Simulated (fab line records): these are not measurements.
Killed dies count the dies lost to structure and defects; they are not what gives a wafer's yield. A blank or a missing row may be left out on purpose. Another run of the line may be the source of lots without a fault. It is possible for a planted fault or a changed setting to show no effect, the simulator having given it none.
Which tool did it? ; flow sfq line ; 21 wafers from 7 lots sampled at 4 of the route's 325 steps

== WHAT THE GAUGES READ, wafer by wafer ==
SFQ_M7_RS_MEAS_943: uses a four-point probe to measure.
lot;measured;on;M7_NB_RS (ohm/sq)
L604;day 75 11:11;film metro-04;0.896 0.899 0.894
L609;day 81 04:12;film metro-02;0.889 0.883 0.894
L612;day 82 11:13;film metro-01;0.880 1.186 0.894
L617;day 83 11:43;film metro-01;0.876 0.879 0.890
L619;day 83 23:44;film metro-01;0.888 0.887 0.887
L622;day 84 11:44;film metro-01;0.891 0.886 0.888
L625;day 85 08:07;film metro-04;0.876 0.878 0.887

== WHAT TOOL EACH LOT RAN ON (gives the tool, then ch and the chambers of the sampled wafers, and finally the start) ==
lot;SFQ_TRILAYER_C5_STRIP_STRIP_155;SFQ_TRILAYER_M6_DEP_SPUTTER_157;SFQ_TRILAYER_M7_DEP_SPUTTER_175
L604;rie metal-01 ch 0,1, day 65 06:03;pvd sputter-06, day 65 06:52;pvd sputter-04, day 75 11:06
L609;rie metal-01 ch 0,1, day 76 12:18;pvd sputter-03, day 76 13:07;pvd sputter-04, day 81 04:05
L612;rie metal-01 ch 0,1, day 77 13:42;pvd sputter-03, day 77 14:19;pvd sputter-04, day 82 11:05
L617;rie metal-04 ch 0,1, day 78 03:54;pvd sputter-06, day 78 04:43;pvd sputter-06, day 83 11:37
L619;rie metal-04 ch 0,1, day 78 11:06;pvd sputter-03, day 78 11:55;pvd sputter-03, day 83 23:37
L622;rie metal-04 ch 0,1, day 78 18:18;pvd sputter-03, day 78 19:07;pvd sputter-03, day 84 11:38
L625;rie metal-03 ch 0,1, day 79 21:13;pvd sputter-05, day 79 22:02;pvd sputter-03, day 85 08:01
- SFQ_TRILAYER_C5_STRIP_STRIP_155: strips in O2.
- SFQ_TRILAYER_M6_DEP_SPUTTER_157: material Nb, target thk 200 nm, time 133.3 s.
- SFQ_TRILAYER_M7_DEP_SPUTTER_175: material Nb, target thk 200 nm, time 133.3 s.

== THE ANSWER, worked out from the rows above alone ==
Rule: what is usual is taken from the lots themselves. The widest of any qualifying gaps counts: lots, ordered by their means at a reading, are off when they make up no more than a third of the lots, leave a main group of 4 or more, and stand apart from it by 3 or more times the standard deviation of that group's means. Not used: any main group whose means are identical at the precision the tables above print for the reading. A lot without any number at a reading at which 4 lots or more have one is off too. All remaining lots with rows at the step are treated as sound.
Off: at SFQ_M7_RS_MEAS_943 (M7_NB_RS), L612. Main group: mean 0.887 ohm/sq, sd 0.0052.
A tool fits if, at a process step before that reading, it ran every lot that is off, and no sound lot after the first of them. The gauges at SFQ_M7_RS_MEAS_943 are tried like those tools. Undecided on this evidence; 2 tools fit (rie metal-01 at SFQ_TRILAYER_C5_STRIP_STRIP_155, pvd sputter-04 at SFQ_TRILAYER_M7_DEP_SPUTTER_175).

== WHAT HAD BEEN PUT IN BY THE SIMULATOR ==
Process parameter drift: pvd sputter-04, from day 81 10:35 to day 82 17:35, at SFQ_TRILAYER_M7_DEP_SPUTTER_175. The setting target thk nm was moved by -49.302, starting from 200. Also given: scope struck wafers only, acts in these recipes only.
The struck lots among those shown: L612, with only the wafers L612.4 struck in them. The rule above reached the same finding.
